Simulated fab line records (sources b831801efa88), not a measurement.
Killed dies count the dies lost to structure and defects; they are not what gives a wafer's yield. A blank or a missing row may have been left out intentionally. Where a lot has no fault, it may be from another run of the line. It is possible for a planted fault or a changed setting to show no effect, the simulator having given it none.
The same fault as seen by 2 desks    flow gf180mcu    what lay behind the numbers comes last; until then each desk has only its own

THE METROLOGY DESK
What the gauges read, lot by lot, whatever tool the lot ran on: means of the sampled wafers that have a number. Marked OUT: a lot whose mean sits more than 4 standard deviations from the usual mean, which makes it out of limits; the brackets give that distance.
Columns: A = V4_W_THK at GF_V4_THK_MEAS_25, usual 359 nm; B = cd-nm at GF_V5_CD_MEAS_14, usual 260.0 nm
lot   first seen here  A    B
L551  day 24 06:22     355  261.7
L552  day 24 16:34     371  262.2
L553  day 25 03:17     349  258.9
L554  day 25 13:11     362  259.4
L557  day 26 09:36     363  258.6
L558  day 26 19:52     352  260.0
L560  day 27 11:43     358  259.5
L561  day 27 20:18     366  261.4
L562  day 28 06:56     358  262.1
L563  day 28 10:16     357  260.6
L565  day 29 00:31     358  258.7
L566  day 29 08:33     361  260.0
L569  day 29 22:53     360  262.3
This desk's finding: nothing out of limits on any of the 13 lots.

DESK OF THE TOOL OWNER: rie-metal-01
The tool's own readings at GF_M5_METAL_ETCH_10 (etches the open film in Cl2/BCl3, stops on SiO2, target depth 750.8 nm, time 125.1 s): means of the sampled wafers that have a number, for each lot that ran on this tool. Marked OUT: a lot whose mean sits more than 4 standard deviations from the usual mean, which makes it out of limits; the brackets give that distance.
Columns: A = bcl3-flow-sccm at GF_M5_METAL_ETCH_10, usual 40.01 sccm; B = drypump-motor-current-A at GF_M5_METAL_ETCH_10, usual 5.7 A; C = oes-product-au at GF_M5_METAL_ETCH_10, usual 0.989 a.u.; D = throttle-valve-pct at GF_M5_METAL_ETCH_10, usual 28.230 %
lot   first seen here  A      B    C      D
L551  day 26 01:53     39.99  5.4  0.992  28.227
L552  day 26 11:37     39.98  5.3  0.992  28.231
L553  day 26 21:25     40.02  5.4  0.987  28.222
L554  day 27 07:10     40.04  5.3  0.985  28.227
L558  day 28 13:13     39.88  5.4  0.985  28.232
L560  day 29 04:13     39.88  5.3  0.984  28.237
L561  day 29 12:29     40.07  5.4  0.988  28.233
L563  day 30 00:49     40.00  5.4  0.987  28.226
L565  day 30 14:25     39.97  5.3  0.982  28.236
L566  day 30 22:55     40.02  5.4  0.995  28.221
L569  day 31 11:59     40.01  5.4  0.985  28.237
This desk's finding: nothing out of limits on any of the 11 lots.

ALL TOGETHER
Nothing out of limits was seen by the metrology desk.
Nothing out of limits was seen by the tool owner's desk.

WHAT HAD BEEN PUT IN BY THE SIMULATOR
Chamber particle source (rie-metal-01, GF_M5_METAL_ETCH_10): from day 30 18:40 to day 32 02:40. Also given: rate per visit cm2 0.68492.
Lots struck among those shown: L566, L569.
